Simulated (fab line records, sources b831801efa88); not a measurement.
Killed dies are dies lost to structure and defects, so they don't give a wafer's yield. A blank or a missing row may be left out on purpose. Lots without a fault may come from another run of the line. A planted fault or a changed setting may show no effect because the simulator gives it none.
Split-lot experiment | flow gf180mcu | 5 lots, 27 wafers read, on a route of 602 steps

THE SPLIT
At GF_M3_SPUTTER_00 (material Ti, target thk 37.5 nm, time 150 s), the setting time_s was moved away from the recipe's 150 s on 12 of the 27 wafers read, by -36.6% to +58.9%. The other wafers ran this setting at the recipe's value.

The reading is taken at the split's own step.

THE READING
Ti_of_M3_SPUTTER_00.thk_nm (the simulator's own value, which no gauge read), in nm, at GF_M3_SPUTTER_00 (material Ti, target thk 37.5 nm, time 150 s). The file gives no usual value for it. The 15 wafers here that ran the recipe average 37.39 nm, standard deviation 0.4 nm.

wafer  | tool, chamber at the split | time_s as run, s | against the recipe | Ti_of_M3_SPUTTER_00.thk_nm, nm | against lot-mates on the recipe
L075.1 | pvd_sputter-01, -          | 150              | recipe             | 37.22                          | -
L075.2 | pvd_sputter-01, -          | 150              | recipe             | 36.91                          | -
L075.3 | pvd_sputter-01, -          | 98.94            | -34.0%             | 24.19                          | -12.91
L075.4 | pvd_sputter-01, -          | 98.94            | -34.0%             | 24.3                           | -12.80
L075.5 | pvd_sputter-01, -          | 150              | recipe             | 37.18                          | -
L075.6 | pvd_sputter-01, -          | 98.94            | -34.0%             | 24.51                          | -12.59
L077.1 | pvd_sputter-02, -          | 95.06            | -36.6%             | 24.27                          | -13.71
L077.2 | pvd_sputter-02, -          | 95.06            | -36.6%             | 23.84                          | -14.14
L077.3 | pvd_sputter-02, -          | 95.06            | -36.6%             | 23.87                          | -14.11
L077.4 | pvd_sputter-02, -          | 150              | recipe             | 38.01                          | -
L077.5 | pvd_sputter-02, -          | 150              | recipe             | 38.44                          | -
L077.6 | pvd_sputter-02, -          | 150              | recipe             | 37.5                           | -
L076.1 | pvd_sputter-01, -          | 150              | recipe             | 37.28                          | -
L076.2 | pvd_sputter-01, -          | 183.1            | +22.1%             | 45.47                          | +8.28
L076.3 | pvd_sputter-01, -          | 150              | recipe             | 37.23                          | -
L076.4 | pvd_sputter-01, -          | 183.1            | +22.1%             | 45.7                           | +8.51
L076.5 | pvd_sputter-01, -          | 150              | recipe             | 37.05                          | -
L076.6 | pvd_sputter-01, -          | 183.1            | +22.1%             | 45.95                          | +8.76
L082.2 | pvd_sputter-01, -          | 150              | recipe             | 37.78                          | -
L082.3 | pvd_sputter-01, -          | 150              | recipe             | 37.26                          | -
L082.4 | pvd_sputter-01, -          | 150              | recipe             | 37.54                          | -
L084.1 | pvd_sputter-01, -          | 238.4            | +58.9%             | 58.91                          | +21.78
L084.2 | pvd_sputter-01, -          | 238.4            | +58.9%             | 59.2                           | +22.07
L084.3 | pvd_sputter-01, -          | 150              | recipe             | 37.26                          | -
L084.4 | pvd_sputter-01, -          | 150              | recipe             | 36.96                          | -
L084.5 | pvd_sputter-01, -          | 150              | recipe             | 37.18                          | -
L084.6 | pvd_sputter-01, -          | 238.4            | +58.9%             | 59.28                          | +22.15

THE FIT
A straight line over all 27 wafers: Ti_of_M3_SPUTTER_00.thk_nm changes by +0.372 nm for each +1% of time_s; r = +1.00; the points scatter about the line by 0.37 nm.
The same after taking each lot's own level away (the mean of its wafers on the recipe; 27 wafers): +0.376 nm for each +1%; r = +1.00; scatter 0.24 nm.
On that fit, the largest move of time_s shifts the reading by 22 nm.
The lots' own levels span 37.103 to 37.983 nm, that is 2.2 times the standard deviation above.
So the lot-to-lot level changes the slope little: the two slopes agree.
Check: with one of the wafers moved furthest among these (+58.9%) left out of the fit, the line predicts +22.3 nm for it against its lot-mates. It came out at +21.8 nm against them.

OTHER SPLITS ON THESE WAFERS
These wafers also went through other splits before the reading. Each is held against what the fit with the lots' levels taken away leaves over:
other split on the same wafers      | wafers away from the commonest value | r with Ti_of_M3_SPUTTER_00.thk_nm (lot level and that fit taken away)
GF_STI_ETCH_14 time_s               | 9                                    | -0.03
GF_POLY_GATE_CVD_00 time_s          | 21                                   | +0.10
GF_POLY_GATE_OXIDATION_16 ox_time_s | 21                                   | -0.32
GF_HV_LDD_CVD_56 time_s             | 21                                   | -0.34
GF_V1_CVD_02 time_s                 | 12                                   | +0.26

THE FILE'S OWN FIT
Ti_of_M3_SPUTTER_00.thk_nm changes by +0.376 nm for each +1% of time_s, r = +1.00.
